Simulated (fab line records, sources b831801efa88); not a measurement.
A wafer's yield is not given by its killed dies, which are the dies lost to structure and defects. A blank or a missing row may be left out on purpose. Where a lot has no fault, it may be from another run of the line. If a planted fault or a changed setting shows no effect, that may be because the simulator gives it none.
Which tool is to blame? ; flow gf180mcu ; Sampling: 14 lots, 42 wafers, 4 of 602 route steps

## WHAT EACH GAUGE READ, for each wafer
The record holds no reading of a measuring or inspecting step that can be judged against a usual standard deviation.

## WHAT TOOL EACH LOT RAN ON (gives the tool, then ch and the chambers of the sampled wafers, and finally the start)
lot;GF_M2_METAL_ETCH_16;GF_V2_CMP_04;GF_V2_STRIP_18;GF_V2_CMP_26
L338;rieMetal-03 ch 0,1, day 18 21:07;cmp-02 ch 0,2,3, day 18 22:02;plasmaAsher-01 ch 0,1, day 19 23:54;cmp-02 ch 2,3, day 20 00:50
L340;rieMetal-01 ch 1, day 19 21:25;cmp-02 ch 1,2,3, day 19 22:33;plasmaAsher-01 ch 0,1, day 20 23:37;cmp-02 ch 0,1, day 21 00:40
L342;rieMetal-01 ch 0,1, day 20 23:34;cmp-01 ch 0,2,3, day 21 00:29;plasmaAsher-04 ch 0,1, day 22 00:51;cmp-01 ch 0,2,3, day 22 01:49
L344;rieMetal-01 ch 0,1, day 21 23:01;cmp-01 ch 0,1,2, day 22 00:02;plasmaAsher-01 ch 0,1, day 22 23:47;cmp-01 ch 2,3, day 23 00:50
L345;rieMetal-02 ch 0,1, day 22 02:14;cmp-01 ch 0,2, day 22 03:13;plasmaAsher-01 ch 0,1, day 23 02:56;cmp-02 ch 0,2,3, day 23 04:00
L350;rieMetal-01 ch 0,1, day 23 16:13;cmp-02 ch 0,1,2, day 23 17:11;plasmaAsher-01 ch 0,1, day 24 15:56;cmp-01 ch 1,2,3, day 24 16:49
L351;rieMetal-01 ch 0,1, day 23 22:55;cmp-02 ch 0,1,3, day 23 23:52;plasmaAsher-04 ch 0,1, day 24 22:59;cmp-02 ch 0,2,3, day 25 00:03
L352;rieMetal-03 ch 0, day 24 05:27;cmp-02 ch 2,3, day 24 06:24;plasmaAsher-01 ch 0,1, day 25 05:00;cmp-01 ch 0,1, day 25 06:19
L354;rieMetal-01 ch 0,1, day 24 23:07;cmp-01 ch 1,2, day 25 00:11;plasmaAsher-01 ch 0,1, day 25 22:41;cmp-02 ch 1,2, day 25 23:38
L355;rieMetal-02 ch 0,1, day 25 04:21;cmp-01 ch 1,3, day 25 05:31;plasmaAsher-01 ch 0,1, day 26 03:00;cmp-02 ch 0,2, day 26 03:57
L356;rieMetal-03 ch 0,1, day 25 10:19;cmp-01 ch 1,2, day 25 11:24;plasmaAsher-01 ch 0,1, day 26 09:24;cmp-02 ch 2,3, day 26 10:27
L357;rieMetal-03 ch 0,1, day 25 19:40;cmp-01 ch 1,2,3, day 25 21:39;plasmaAsher-02 ch 0,1, day 26 18:37;cmp-01 ch 0,1,3, day 26 19:38
L359;rieMetal-02 ch 1, day 26 11:04;cmp-01 ch 0,2,3, day 26 12:00;plasmaAsher-04 ch 0, day 27 09:28;cmp-01 ch 0,1,3, day 27 10:50
L361;rieMetal-02 ch 0,1, day 27 04:46;cmp-02 ch 0,1,3, day 27 05:49;plasmaAsher-01 ch 0,1, day 28 01:46;cmp-02 ch 1,2,3, day 28 02:52
- GF_M2_METAL_ETCH_16: etches the open film in Cl2/BCl3, stops on SiO2, target depth 627.5 nm, time 104.6 s.
- GF_V2_CMP_04: polishes SiO2.
- GF_V2_STRIP_18: strips in O2/N2.
- GF_V2_CMP_26: polishes, stops on SiO2, t overpolish 15 s, target thk 0 nm.

## AS READ BY THE TOOLS THEMSELVES (means over the sampled wafers that have a number; for cases with no such wafer, the mark the record gives instead)
GF_M2_METAL_ETCH_16.
lot;tool;drypumpMotorCurrentA (A);oesProductAu (a.u.);throttleValvePct (%)
L338;rieMetal-03;6.1;0.971;28.248
L340;rieMetal-01;6.0;0.965;28.252
L342;rieMetal-01;5.9;0.967;28.246
L344;rieMetal-01;5.8;0.968;28.259
L345;rieMetal-02;6.2;0.966;28.248
L350;rieMetal-01;5.9;0.974;28.246
L351;rieMetal-01;5.8;0.972;28.242
L352;rieMetal-03;6.4;0.971;28.246
L354;rieMetal-01;5.9;0.970;28.251
L355;rieMetal-02;6.2;0.973;28.256
L356;rieMetal-03;5.8;0.963;28.264
L357;rieMetal-03;5.8;0.970;28.251
L359;rieMetal-02;6.1;0.974;28.254
L361;rieMetal-02;6.3;0.976;28.257

GF_V2_CMP_04.
lot;tool;motorCurrentA (A);retainingRingPressureFrac;timeToEndpointS (s)
L338;cmp-02;11.9;0.999;78
L340;cmp-02;11.7;0.999;82
L342;cmp-01;11.6;1.002;82
L344;cmp-01;11.6;1.002;88
L345;cmp-01;11.4;0.994;85
L350;cmp-02;11.6;0.995;83
L351;cmp-02;12.5;0.997;80
L352;cmp-02;11.9;1.000;78
L354;cmp-01;11.8;1.008;81
L355;cmp-01;10.0;1.002;87
L356;cmp-01;12.2;1.006;89
L357;cmp-01;11.1;0.999;82
L359;cmp-01;11.7;0.998;78
L361;cmp-02;12.4;1.001;85

GF_V2_STRIP_18.
lot;tool;chamberPressureMTorr (mTorr);drypumpMotorCurrentA (A);heaterPowerW (W);oesProductAu (a.u.)
L338;plasmaAsher-01;1499.2;5.8;287;0.590
L340;plasmaAsher-01;1499.5;5.7;318;0.589
L342;plasmaAsher-04;1499.5;5.6;271;0.594
L344;plasmaAsher-01;1499.7;5.8;283;0.594
L345;plasmaAsher-01;1499.7;5.7;289;0.596
L350;plasmaAsher-01;-;-;-;-
L351;plasmaAsher-04;-;-;-;-
L352;plasmaAsher-01;1498.5;5.8;283;0.594
L354;plasmaAsher-01;1501.2;5.7;318;0.590
L355;plasmaAsher-01;1501.2;5.7;321;0.595
L356;plasmaAsher-01;1499.5;5.8;287;0.597
L357;plasmaAsher-02;1500.2;6.1;293;0.590
L359;plasmaAsher-04;1501.4;6.0;268;0.593
L361;plasmaAsher-01;1500.0;5.7;321;0.591

GF_V2_CMP_26.
lot;tool;motorCurrentA (A);overpolishRunS (s);retainingRingPressureFrac;timeToEndpointS (s)
L338;cmp-02;10.7;15.006;0.997;83
L340;cmp-02;11.3;15.000;1.001;88
L342;cmp-01;10.7;15.001;1.000;84
L344;cmp-01;10.4;14.991;0.997;80
L345;cmp-02;11.6;15.007;1.003;84
L350;cmp-01;10.5;15.010;0.999;87
L351;cmp-02;11.4;15.001;1.000;84
L352;cmp-01;9.6;15.000;0.995;91
L354;cmp-02;10.5;15.005;1.006;87
L355;cmp-02;11.6;15.005;0.996;83
L356;cmp-02;10.5;14.996;1.002;82
L357;cmp-01;9.6;15.003;1.003;83
L359;cmp-01;9.6;14.995;0.998;84
L361;cmp-02;10.4;14.996;0.998;86

## THE ANSWER, worked out from the rows above alone
Rule: usual is defined by the lots themselves. The widest of any qualifying gaps counts: lots, ordered by their means at a reading, are off when they make up no more than a third of the lots, leave a main group of 4 or more, and stand apart from it by 3 or more times the standard deviation of that group's means. Not used: any main group whose means are identical at the precision the tables above print for the reading. Also off: a lot with no number at a reading for which 4 or more lots have one. Any other lot the step has rows for is counted as sound. First the gauges in route order, then the tools' own readings, where a lot's mean is used as printed above. The first step at which some lot is off is used, and at that step the reading that is off furthest; a lot without a number counts as furthest.
Off at GF_V2_STRIP_18 (chamberPressureMTorr): L350, L351. Without a number there: L350, L351. Main group: mean 1500.0 mTorr, sd 0.85.
If a tool, at that step or one of the process steps before it, ran each lot that is off and ran no sound lot following the first of them, it fits. Of those tried, none fits.

## WHAT WAS PUT IN BY THE SIMULATOR
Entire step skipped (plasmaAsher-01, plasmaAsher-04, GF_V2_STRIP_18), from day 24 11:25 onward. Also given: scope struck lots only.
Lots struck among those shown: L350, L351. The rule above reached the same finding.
